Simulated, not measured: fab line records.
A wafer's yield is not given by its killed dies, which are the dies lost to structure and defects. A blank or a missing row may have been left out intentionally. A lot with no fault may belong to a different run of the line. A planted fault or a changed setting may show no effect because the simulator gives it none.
Which tool was responsible?	flow sky130	20 wafers from 7 lots sampled at 3 of the route's 708 steps

WHAT EACH GAUGE READ, for each wafer
SKY_LDD_LDN_TW_MEAS_13.
lot	measured	on	LDD_LDN_TW
L767	day 23 00:55	filmMetro-02	1515 1497 1506
L768	day 25 06:59	filmMetro-04	1462 1471 1466
L772	day 25 10:14	filmMetro-04	1469 1456 1476
L775	day 26 01:18	filmMetro-01	1491 1489 1484
L777	day 26 17:29	filmMetro-02	1506 1518 1517
L783	day 29 13:50	filmMetro-01	1479 30
L789	day 30 14:37	filmMetro-04	1458 1451 1445

WHAT TOOL EACH LOT RAN ON (gives the tool, then ch and the chambers of the sampled wafers, and finally the start)
lot	SKY_POLY_GATE_ETCH_16	SKY_LDD_LDN_DEVELOP_06
L767	rieDiel-03 ch 2,3, day 16 10:53	lithoTrack-02 ch 0, day 23 00:01
L768	rieDiel-01 ch 1,2, day 18 15:25	lithoTrack-02 ch 0, day 25 06:07
L772	rieDiel-01 ch 0,2, day 18 20:13	lithoTrack-04 ch 0, day 25 09:22
L775	rieDiel-01 ch 0,1,3, day 19 13:25	lithoTrack-01 ch 0, day 26 00:25
L777	rieDiel-02 ch 0,1,2, day 20 10:10	lithoTrack-04 ch 0, day 26 16:37
L783	rieDiel-02 ch 0,2, day 23 08:37	lithoTrack-04 ch 0, day 29 12:56
L789	rieDiel-01 ch 1,2,3, day 24 12:16	lithoTrack-02 ch 0, day 30 13:43
- SKY_POLY_GATE_ETCH_16: etches Si3N4 in CH3F/O2, stops on poly-Si, time 147.5 s, target depth 75 nm.
- SKY_LDD_LDN_DEVELOP_06: develop time 60 s.

THE ANSWER, worked out from the rows above alone
Rule: the lots themselves supply what counts as usual. The widest of any qualifying gaps counts: lots, ordered by their means at a reading, are off when they make up no more than a third of the lots, leave a main group of 4 or more, and stand apart from it by 3 or more times the standard deviation of that group's means. A main group is skipped when, at the precision printed for the reading in the tables above, its means are all equal. Also off: a lot with no number at a reading for which 4 or more lots have one. The other lots that the step has rows for count as sound.
Off: L783, at SKY_LDD_LDN_TW_MEAS_13 (LDD_LDN_TW). The main group has a mean of 1482 with a standard deviation of 22.
If a tool, at a process step before that reading, ran all the lots that are off and no sound lot after the first of them, it fits. The gauges at SKY_LDD_LDN_TW_MEAS_13 are tried like those tools. Can't be told from this: 3 tools fit, rieDiel-02 at SKY_POLY_GATE_ETCH_16, lithoTrack-04 at SKY_LDD_LDN_DEVELOP_06, filmMetro-01 at SKY_LDD_LDN_TW_MEAS_13.

WHAT THE SIMULATOR HAD INSERTED
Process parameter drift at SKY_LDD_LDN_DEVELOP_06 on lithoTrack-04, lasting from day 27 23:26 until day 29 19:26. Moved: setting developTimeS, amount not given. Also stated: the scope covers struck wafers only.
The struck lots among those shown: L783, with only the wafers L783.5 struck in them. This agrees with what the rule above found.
